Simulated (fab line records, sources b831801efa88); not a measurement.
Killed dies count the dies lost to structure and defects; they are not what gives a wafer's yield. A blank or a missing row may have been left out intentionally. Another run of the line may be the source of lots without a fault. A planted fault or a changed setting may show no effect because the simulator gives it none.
Struck lot and sound lot, side by side    flow gf180mcu    20 out of 602 route steps
Sound: wafers L286.1, L286.4, L286.5. The struck wafers were L295.3, L295.4, L295.5. At the end, the cause is stated.
For every step that has rows: the tool of each side, followed by ch and its chambers, followed by its first start. Under that, the readings that differ: sound wafers    struck wafers    difference of the means    sigmas: that difference in standard deviations of wafers without a fault.
alike: readings whose means differ by less than 2 such deviations, and words and numbers that are the same on both sides. not compared: withheld readings, readings that some wafer has no value for, bounds like >300 that may hide the same value, and numbers for which the record gives no deviation and whose values overlap.
A row with sigmas, a row that says differs or no value, or rows on one side alone: a step with any of these is where the two part. Numbers that don't overlap but have no deviation are shown without sigmas and don't part them. Lack of a reading on every wafer of one side parts them only where that side has two or more wafers.

first, 1 step without rows for these wafers: GF_V5_CVD_00 (deposits SiO2, target thk 300 nm, time 50 s).
GF_V5_THK_MEAS_01:
  sound on film metro-02, day 28 09:58; struck on film metro-01, day 31 04:14
  alike: V5_CVD_00_THK
GF_V5_CVD_02: deposits SiO2 from TEOS, target thk 1450 nm, time 163.28 s.
  sound on pecvd-02 ch 0,1,2, day 28 10:02; struck on pecvd-02 ch 0,1, day 31 04:16
  alike: heater power w, susceptor temp C
GF_V5_THK_MEAS_03:
  sound on film metro-02, day 28 10:08; struck on film metro-02, day 31 04:24
  alike: V5_CVD_02_THK
GF_V5_CMP_04: polishes SiO2.
  sound on cmp-02 ch 0,1,2, day 28 10:14; struck on cmp-01 ch 0,1,3, day 31 04:29
  alike: motor current A
GF_V5_BOW_MEAS_05:
  sound on film metro-01, day 28 10:29; struck on film metro-03, day 31 04:47
  alike: V5_BOW
then, 6 steps without rows for these wafers: GF_V5_DEHYDRATE_06 (time 60 s); GF_V5_HMDS_07 (prime time 60 s); GF_V5_COAT_08; GF_V5_COAT_09 (resist thk 1000 nm); GF_V5_SOFTBAKE_10 (time 60 s); GF_V5_EXPOSE_11 (exposes mask Via5, target cd 260 nm).
GF_V5_PEB_12: peb time 86.29 s.
  sound on litho track-02 ch 0, day 29 05:59; struck on litho track-04 ch 0, day 31 21:51
reading                   sound                 struck                difference  sigmas
heater power total W (W)  86.84 86.82 86.92     88.69 88.71 88.73     +1.85       +35
plate temp C (C)          134.96 134.86 134.69  137.37 137.42 137.53  +2.60       +20
then, 1 step without rows for these wafers: GF_V5_DEVELOP_13 (develop time 60 s).
GF_V5_CD_MEAS_14: target cd 260 nm.
  sound on cd sem-01, day 29 06:20; struck on cd sem-02, day 31 22:10
reading     sound              struck             difference  sigmas
cd nm (nm)  260.4 260.0 259.8  267.5 265.8 266.3  +6.5        +5
GF_V5_OVL_MEAS_15:
  sound on overlay-01, day 29 06:28; struck on overlay-02, day 31 22:16
  alike: V5_OVL
GF_V5_ETCH_16: etches BARC in N2/H2.
  sound on rie diel-02 ch 2,3, day 29 06:29; struck on rie diel-01 ch 1,2,3, day 31 22:17
reading              sound              struck             difference  sigmas
model.V5.cd nm (nm)  262.1 260.5 260.1  267.9 266.3 266.7  +6.1        
  alike: drypump motor current A, oes product au, throttle valve pct
GF_V5_ETCH_17: etches SiO2 in C4F8/O2/Ar, stops on TiN, target depth 855 nm.
  sound on rie diel-02 ch 2,3; struck on rie diel-01 ch 1,2,3
reading              sound              struck             difference  sigmas
model.V5.cd nm (nm)  262.3 261.8 261.4  267.3 265.9 265.9  +4.5        
  alike: oes product au
GF_V5_STRIP_18: strips in O2/N2.
  sound on plasma asher-03 ch 0,1, day 29 06:39; struck on plasma asher-02 ch 0,1, day 31 22:28
  alike: drypump motor current A, heater power w, oes product au
  not compared: rf hours counter h
next, for these wafers, 1 step has no rows: GF_PASSIVATION_PROBE_99.

WHERE THEY PART
Earliest at GF_V5_PEB_12; latest, in this record, at GF_V5_CD_MEAS_14. Later steps at which nothing parts them and some readings are alike: GF_V5_OVL_MEAS_15, GF_V5_ETCH_16, GF_V5_ETCH_17, GF_V5_STRIP_18.

WHY: what the simulator had put in
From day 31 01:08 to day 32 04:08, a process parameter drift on litho track-04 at GF_V5_PEB_12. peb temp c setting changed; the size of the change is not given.
